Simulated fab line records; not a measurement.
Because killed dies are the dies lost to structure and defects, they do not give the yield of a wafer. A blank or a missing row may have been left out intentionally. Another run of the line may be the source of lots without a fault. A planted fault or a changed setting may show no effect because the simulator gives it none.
Comparing a struck lot with a sound one | flow gf180mcu | 24 steps out of a route of 602
Sound: the wafers L351.2, L351.4, L351.6. Wafers struck: L360.1, L360.2, L360.5. The cause is given at the end.
Each step with rows lists, per side, the tool, then ch with its chambers, then its first start. Under that, the readings that differ: sound wafers | struck wafers | difference of the means | sigmas: that difference in standard deviations of wafers without a fault.
alike: a reading whose means differ by less than 2 such deviations, as well as words and numbers matching on both sides. not compared: withheld readings; readings where some wafer has no value; bounds like >300 that might hide an equal value; numbers whose values overlap and for which the record gives no deviation.
The two part at a step that has a row with sigmas, a row that says differs or no value, or rows on one side only. Numbers that have no deviation but don't overlap get no sigmas and don't part them. Lack of a reading on every wafer of one side parts them only where that side has two or more wafers.

GF_M2_STRIP_17: strips in O2/N2.
  sound on plasma-asher-04 ch 0,1, day 19 11:22; struck on plasma-asher-02 ch 0,1, day 22 22:58
  alike: drypump-motor-current-A, heater-power-w, oes-product-au, strip-time-to-endpoint-s
  not compared: rf-hours-counter-h
then, 3 steps without rows for these wafers: GF_M2_STRIP_18 (strips in post etch residue remover, time 1200 s); GF_M2_CLEAN_19 (cleans in DIW); GF_V2_CVD_00 (deposits SiO2, target thk 600 nm, time 100 s).
GF_V2_THK_MEAS_01:
  sound: film-metro-02 at day 19 11:59; struck: film-metro-04 at day 22 23:35
  alike: V2_CVD_00_THK
GF_V2_CVD_02: deposits SiO2 from TEOS, target thk 850 nm, time 94.851 s.
  sound on pecvd-04 ch 0,1,2, day 19 12:02; struck on pecvd-02 ch 0,2, day 22 23:39
  alike: heater-power-w
GF_V2_THK_MEAS_03:
  sound: film-metro-04 at day 19 12:07; struck: film-metro-03 at day 22 23:43
  reading            | sound       | struck      | difference | sigmas
  V2_CVD_02_THK (nm) | 854 878 872 | 827 836 840 | -34        | -3
GF_V2_CMP_04: polishes SiO2.
  sound on cmp-01 ch 1,3, day 19 12:13; struck on cmp-02 ch 0,1,2, day 22 23:50
  reading                | sound    | struck   | difference | sigmas
  time-to-endpoint-s (s) | 82 96 90 | 78 74 76 | -13        | -3
  alike: motor-current-A
GF_V2_BOW_MEAS_05:
  sound: film-metro-02 at day 19 12:29; struck: film-metro-03 at day 23 00:05
  alike: V2_BOW
then, 3 steps without rows for these wafers: GF_V2_DEHYDRATE_06 (time 60 s); GF_V2_HMDS_07 (prime time 60 s); GF_V2_COAT_08.
GF_V2_COAT_09: resist thk 1000 nm.
  sound on litho-track-03 ch 0, day 20 01:00; struck on litho-track-04 ch 0, day 23 10:00
  reading                             | sound             | struck          | difference | sigmas
  model.KrF_of_V2_COAT_09.thk-nm (nm) | 999.6 997.1 997.3 | 960.3 961 960.8 | -37.3      |
  alike: chill-plate-temp-C
then, 3 steps without rows for these wafers: GF_V2_SOFTBAKE_10 (time 60 s); GF_V2_EXPOSE_11 (exposes mask Via2, target cd 260 nm); GF_V2_PEB_12 (peb time 90 s).
GF_V2_DEVELOP_13: develop time 60 s.
  sound on litho-track-03 ch 0, day 20 13:11; struck on litho-track-04 ch 0, day 23 22:37
  reading                             | sound             | struck            | difference | sigmas
  model.KrF_of_V2_COAT_09.thk-nm (nm) | 984.7 982.1 982.3 | 945.3 946.1 945.9 | -37.3      |
  alike: chill-plate-temp-C
GF_V2_CD_MEAS_14 targets a cd of 260 nm.
  sound: cd-sem-02 at day 20 13:20; struck: cd-sem-02 at day 23 22:46
  alike: cd-nm
GF_V2_OVL_MEAS_15:
  sound: overlay-02 at day 20 13:26; struck: overlay-02 at day 23 22:53
  alike: V2_OVL
GF_V2_ETCH_16: etches BARC in N2/H2.
  sound on rie-diel-01 ch 0,3, day 20 13:28; struck on rie-diel-02 ch 1,3, day 23 22:55
  alike: drypump-motor-current-A, oes-product-au, throttle-valve-pct
GF_V2_ETCH_17: etches SiO2 in C4F8/O2/Ar, stops on TiN, target depth 630 nm.
  sound on rie-diel-01 ch 0,3; struck on rie-diel-02 ch 1,3
  alike: oes-product-au
GF_V2_STRIP_18: strips in O2/N2.
  sound on plasma-asher-03 ch 0,1, day 20 13:35; struck on plasma-asher-04 ch 0,1, day 23 23:03
  reading               | sound             | struck            | difference | sigmas
  heater-power-w (W)    | 396 376 390       | 322 303 324       | -71        | -2
  oes-product-au (a.u.) | 0.595 0.589 0.583 | 0.581 0.578 0.575 | -0.011     | -2
  alike: drypump-motor-current-A
  not compared: rf-hours-counter-h
then, 1 step without rows for these wafers: GF_V2_STRIP_19 (strips in post etch residue remover, time 1200 s).
-- the record jumps here: 8 days lie between the struck wafers' starts before and after (it left off in module V2 and takes up again in module PASSIVATION, whose first step shown is number 602 of the route) --
GF_PASSIVATION_PROBE_99:
  the record has rows for the struck wafers here (prober-02, day 31 23:01) and none for the sound ones

== WHERE THEY PART ==
First at GF_V2_THK_MEAS_03; last, within this record, at GF_PASSIVATION_PROBE_99.

WHY: what the simulator had put in
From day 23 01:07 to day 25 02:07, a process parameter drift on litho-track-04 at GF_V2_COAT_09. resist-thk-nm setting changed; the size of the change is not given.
